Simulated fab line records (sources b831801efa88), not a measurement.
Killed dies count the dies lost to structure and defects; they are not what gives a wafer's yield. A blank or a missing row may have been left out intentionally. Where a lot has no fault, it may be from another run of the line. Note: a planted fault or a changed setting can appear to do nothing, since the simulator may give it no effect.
fab line records | flow sky130
record: lots: 14 wafers: 42 last_day: 50
route steps=708 shown LOCAL_INTERCONNECT@402 METAL1@436
lots that met no fault: from a run of the same line without faults
start_h: hours from the record's first day to the start of the lot's first wafer shown | wait_h: hours elapsed since this lot's preceding step | " as in the row above | L1.1+2: one row covering several wafers at once | - value missing, or start not given | * or withheld: withheld | < > ~ a bound
route shown NAME@n: names a module that has steps shown in the file, with the first one's number in the route | usual: mean/standard deviation taken from wafers without a fault | same: alike in all rows | chamber/n: place in a boat | sites: per-site readings | _std_site: their standard deviation | _edge_site: mean of outer sites minus mean of inner sites | radius_mm: for every site, how far away it sits from the centre of the wafer | mask NAME#n: copy n | behind: tool/chamber where the wafer was last shaped | hold: why the lot was held/for how many hours/how that ended | device: the transistor (n, p or np) that didn't switch | end of line: at the end of the route, the tests of the same wafers | where a step has no rows: the recipe by itself | killed: count of dies lost to structure and defects at first sort (not the wafer's yield) | map: shows each die of a wafer: x if killed, . if not, _ if none is there
set.NAME: setting as actually run; set.NAME@STEP: the setting as run at that earlier step | model.NAME: the simulator's own value behind a step, which no gauge read
steps of the route over a sample of lots; a table a step, a row a wafer
services: the hour from which a tool's chamber was out of use, counted from the record's first day as start_h (under 0 if before that day), plus the number of hours and why
== steps ==
step: SKY_LOCAL_INTERCONNECT_STRIP_15
recipe: chemistry: O2/N2 power_w: 1400 pressure_mtorr: 1500 platen_temp_c: withheld o2_flow_sccm: 3000 n2_flow_sccm: 300 overash_fraction: 0.5
usual: drypump_motor_current_A: 5.6/0.4 oes_product_au: 0.427/0.005 strip_time_to_endpoint_s: 4.729/0.023
columns lot.wafer tool chamber start_h wait_h drypump_motor_current_A oes_product_au rf_hours_counter_h strip_time_to_endpoint_s
L328.1 plasma_asher-03 0 724.10 0.0 6.5 0.418 95 4.712
L328.2 " 1 " " 5.6 0.430 95 4.744
L328.4 " 0 " " 6.5 0.434 - 4.739
L327.1 plasma_asher-04 0 727.31 0.1 5.8 0.432 106 4.739
L327.5 " 1 " " 5.1 0.427 - 4.733
L327.6 " 0 " " 5.8 0.427 - 4.736
L329.2 plasma_asher-02 0 731.20 0.0 5.9 0.428 57 4.747
L329.4 " 1 " " 5.4 0.421 - 4.752
L329.5 " 0 " " 5.9 0.428 - 4.769
L330.1 plasma_asher-03 0 732.36 0.0 6.5 0.428 96 4.781
L330.2 " 1 " " 5.6 0.420 96 4.738
L330.5 " 1 " " 5.6 0.415 - 4.764
L332.1 plasma_asher-03 0 758.56 0.1 6.6 0.433 99 4.759
L332.4 " 0 " " 6.5 0.435 - 4.754
L332.6 " 1 " " 5.6 0.432 - 4.741
L333.2 plasma_asher-04 1 765.49 0.0 5.1 0.421 2 4.698
L333.4 " 0 " " 5.8 0.436 - 4.696
L333.5 " 0 " " 5.8 0.418 - 4.709
L334.2 plasma_asher-04 1 771.81 0.0 5.1 0.418 3 4.719
L334.5 " 1 " " 5.1 0.429 - 4.728
L334.6 " 0 " " 5.8 0.420 - 4.693
L335.2 plasma_asher-02 1 784.56 0.0 5.3 0.427 63 4.715
L335.4 " 0 " " 5.9 0.424 - 4.754
L335.6 " 1 " " 5.3 0.430 - 4.731
L341.1 plasma_asher-04 1 822.85 0.0 5.1 0.429 8 4.716
L341.2 " 0 " " 5.7 0.424 8 4.715
L341.3 " 1 " " 5.1 0.429 - 4.704
L342.1 plasma_asher-02 0 833.31 0.0 5.9 0.427 68 4.720
L342.4 " 0 " " 5.9 0.424 - 4.742
L342.6 " 1 " " 5.3 0.428 - 4.740
L343.1 plasma_asher-04 1 847.70 0.0 5.1 0.430 11 4.711
L343.2 " 0 " " 5.8 0.424 11 4.703
L343.6 " 0 " " 5.8 0.420 - 4.696
L347.1 plasma_asher-03 0 864.41 0.1 6.5 0.437 108 4.704
L347.4 " 0 " " 6.5 0.436 - 4.712
L347.6 " 0 " " 6.5 0.431 - 4.695
L346.1 plasma_asher-04 1 874.85 0.0 5.1 0.431 14 4.747
L346.3 " 1 " " 5.1 0.421 - 4.703
L346.5 " 1 " " 5.1 0.426 - 4.728
L348.2 plasma_asher-04 1 880.41 0.1 5.1 0.421 15 4.727
L348.5 " 0 " " 5.8 0.427 - 4.703
L348.6 " 1 " " 5.1 0.427 - 4.721
step: SKY_METAL1_SPUTTER_02
recipe: material: AlCu target_thk_nm: 250 power_w: 10600 time_s: 13.3 chamber_pressure_pa: 0.4
usual: throttle_valve_pct: 30.0/0.84
columns lot.wafer tool chamber start_h wait_h throttle_valve_pct
L328.1 pvd_sputter-03 - 754.31 0.0 29.9
L328.2 " - " " 30.6
L328.4 " - " " 29.3
L327.1 pvd_sputter-03 - 757.26 0.0 30.1
L327.5 " - " " 29.4
L327.6 " - " " 29.4
L329.2 pvd_sputter-03 - 760.89 0.0 29.4
L329.4 " - " " 30.4
L329.5 " - " " 29.2
L330.1 pvd_sputter-04 - 762.48 0.0 29.2
L330.2 " - " " 30.8
L330.5 " - " " 31.4
L332.1 pvd_sputter-04 - 788.31 0.0 29.8
L332.4 " - " " 30.8
L332.6 " - " " 29.5
L333.2 pvd_sputter-03 - 795.05 0.0 29.5
L333.4 " - " " 29.5
L333.5 " - " " 29.3
L334.2 pvd_sputter-03 - 800.39 0.0 29.9
L334.5 " - " " 30.0
L334.6 " - " " 29.8
L335.2 pvd_sputter-04 - 813.26 0.0 30.9
L335.4 " - " " 31.5
L335.6 " - " " 31.2
L341.1 pvd_sputter-04 - 852.46 0.0 29.6
L341.2 " - " " 30.7
L341.3 " - " " 31.2
L342.1 pvd_sputter-03 - 862.47 0.0 29.9
L342.4 " - " " 29.2
L342.6 " - " " 29.3
L343.1 pvd_sputter-01 - 876.67 0.0 28.5
L343.2 " - " " 31.3
L343.6 " - " " 31.3
L347.1 pvd_sputter-04 - 892.83 0.0 29.8
L347.4 " - " " 31.5
L347.6 " - " " 31.1
L346.1 pvd_sputter-01 - 902.52 0.0 30.6
L346.3 " - " " 31.2
L346.5 " - " " 31.3
L348.2 pvd_sputter-04 - 908.30 0.0 29.6
L348.5 " - " " 31.2
L348.6 " - " " 29.8
step: SKY_METAL1_PEB_13
recipe: peb_temp_c: withheld peb_time_s: withheld resist: KrF-thick
usual: chill_plate_temp_C: * exhaust_pa: 45.1/1.1
columns lot.wafer tool chamber start_h wait_h chill_plate_temp_C exhaust_pa
L328.1 litho_track-04 0 780 - * 45.1
L328.2 " 0 " " * 44.4
L328.4 " 0 " " * 45.5
L327.1 litho_track-02 0 783 - * 45.5
L327.5 " 0 " " * 45.7
L327.6 " 0 " " * 45.8
L329.2 litho_track-03 0 787 - * 44.0
L329.4 " 0 " " * 43.4
L329.5 " 0 " " * 44.8
L330.1 litho_track-03 0 789 - * 45.9
L330.2 " 0 " " * 45.5
L330.5 " 0 " " * 44.5
L332.1 litho_track-03 0 814 - * 44.3
L332.4 " 0 " " * 45.9
L332.6 " 0 " " * 43.5
L333.2 litho_track-03 - 820 - - -
L333.4 " - 821 - - -
L333.5 " - " " - -
L334.2 litho_track-02 - 826 - - -
L334.5 " - " " - -
L334.6 " - " " - -
L335.2 litho_track-03 0 839 - * 44.7
L335.4 " 0 " " * 45.1
L335.6 " 0 " " * 44.4
L341.1 litho_track-02 0 878 - * 46.1
L341.2 " 0 " " * 44.4
L341.3 " 0 " " * 45.8
L342.1 litho_track-02 0 888 - * 46.8
L342.4 " 0 " " * 45.6
L342.6 " 0 " " * 45.8
L343.1 litho_track-02 0 901 - * 43.6
L343.2 " 0 " " * 43.5
L343.6 " 0 902 - * 43.9
L347.1 litho_track-03 0 917 - * 45.6
L347.4 " 0 " " * 44.2
L347.6 " 0 918 - * 45.4
L346.1 litho_track-04 0 927 - * 45.0
L346.3 " 0 " " * 44.9
L346.5 " 0 " " * 44.2
L348.2 litho_track-04 0 932 - * 45.6
L348.5 " 0 933 - * 44.5
L348.6 " 0 " " * 44.1
step: SKY_METAL1_DESCUM_17
recipe: chemistry: O2 source_power_w: 150 bias_power_w: 0 pressure_mtorr: 10 temp_c: 40 time_s: 8
usual: drypump_motor_current_A: 5.9/0.74 oes_product_au: 0.999/0.011
columns lot.wafer tool chamber start_h wait_h drypump_motor_current_A oes_product_au rf_hours_counter_h
L328.1 rie_metal-01 1 780.98 0.0 4.9 1.008 4
L328.2 " 0 " " 5.9 0.995 12
L328.4 " 0 " " 5.9 0.985 -
L327.1 rie_metal-03 0 784.06 0.0 6.8 1.016 4
L327.5 " 0 " " 6.8 1.006 -
L327.6 " 0 " " 6.8 1.006 -
L329.2 rie_metal-01 0 787.88 0.0 5.9 0.981 12
L329.4 " 1 " " 4.9 1.005 -
L329.5 " 1 " " 4.9 1.011 -
L330.1 rie_metal-04 0 789.93 0.0 6.3 0.976 7
L330.2 " 1 " " 5.3 0.989 14
L330.5 " 1 " " 5.3 0.999 -
L332.1 rie_metal-03 0 814.83 0.0 6.9 1.005 6
L332.4 " 0 " " 6.9 1.006 -
L332.6 " 0 " " 6.9 1.007 -
L333.2 rie_metal-01 1 821.43 0.0 4.9 1.011 6
L333.4 " 0 " " 5.9 0.984 -
L333.5 " 0 " " 5.8 0.997 -
L334.2 rie_metal-01 1 827.06 0.0 4.9 1.013 6
L334.5 " 0 " " 5.9 0.983 -
L334.6 " 1 " " 4.9 1.011 -
L335.2 rie_metal-03 0 839.94 0.0 6.8 0.992 -
L335.4 " 0 " " 6.9 1.003 -
L335.6 " 0 " " 6.8 0.992 -
L341.1 rie_metal-04 0 879.06 0.0 6.3 0.992 10
L341.2 " 1 " " 5.3 1.007 1
L341.3 " 1 " " 5.3 1.000 -
L342.1 rie_metal-01 1 888.86 0.0 4.9 1.004 9
L342.4 " 0 " " 5.9 0.991 -
L342.6 " 1 " " 4.9 1.010 -
L343.1 rie_metal-01 0 902.46 0.0 5.9 1.004 1
L343.2 " 1 " " 4.9 1.013 10
L343.6 " 0 " " 5.9 1.002 -
L347.1 rie_metal-01 0 918.38 0.0 5.9 1.011 1
L347.4 " 0 " " 5.9 1.022 -
L347.6 " 0 " " 5.9 1.010 -
L346.1 rie_metal-04 1 927.83 0.0 5.3 0.995 3
L346.3 " 0 " " 6.3 0.972 -
L346.5 " 0 " " 6.3 0.979 -
L348.2 rie_metal-01 0 933.43 0.0 5.9 0.997 2
L348.5 " 1 " " 4.9 1.013 -
L348.6 " 0 " " 5.9 0.999 -
== services ==
columns tool chamber start_h hours kind
plasma_asher-04 - 701.37 1.6 repair
pvd_sputter-04 - 705.33 2.1 repair
pvd_sputter-01 - 708.76 3.0 repair
rie_metal-03 1 725.28 5.0 repair
plasma_asher-04 - 733.75 9.0 pm
plasma_asher-04 0 733.75 9.0 vent_cycle
plasma_asher-04 1 733.75 9.0 vent_cycle
rie_metal-03 1 740.73 168.5 repair
plasma_asher-03 - 746.18 2.1 repair
plasma_asher-03 - 758.71 14.6 pm
plasma_asher-03 - 789.88 0.8 repair
pvd_sputter-03 - 801.14 1.0 repair
rie_metal-03 0 812.66 2.0 repair
pvd_sputter-03 - 819.52 11.9 repair
pvd_sputter-04 - 835.29 12.5 repair
rie_metal-03 0 843.56 13.8 repair
pvd_sputter-03 - 847.56 12.9 repair
rie_metal-01 0 868.61 - clean
rie_metal-01 0 868.61 18.3 scheduled_down
rie_metal-01 0 868.61 18.3 vent_cycle
rie_metal-04 - 904.66 0.3 repair
rie_metal-01 - 910.34 0.9 repair
plasma_asher-02 - 917.20 0.4 repair
plasma_asher-03 - 933.10 1.2 repair
== key ==
first_sign: step: SKY_METAL1_PEB_13 reading: tool_record direction: missing
effect none on later readings
met_at SKY_METAL1_PEB_13
struck_lots L333,L334
later_rows_left_out L333.2,L333.4,L333.5,L334.2,L334.5,L334.6
sort_left_out L333.2,L333.4,L333.5,L334.2,L334.5,L334.6
not_acting_at SKY_LOCAL_INTERCONNECT_STRIP_15,SKY_METAL1_SPUTTER_02,SKY_METAL1_DESCUM_17
onset_between 814 820
fault: kind: skipped_step_whole tool: litho_track-02,litho_track-03 chamber: - onset_h: 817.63 steps: SKY_METAL1_PEB_13 scope: struck_lots_only
sort_left_out: the simulated sort isn't trusted on such a fault, so these wafers' sort isn't shown, and their yield isn't known
later_rows_left_out: the simulator's readings of these wafers behind a module that went badly wrong aren't trusted and aren't shown, but for the sort
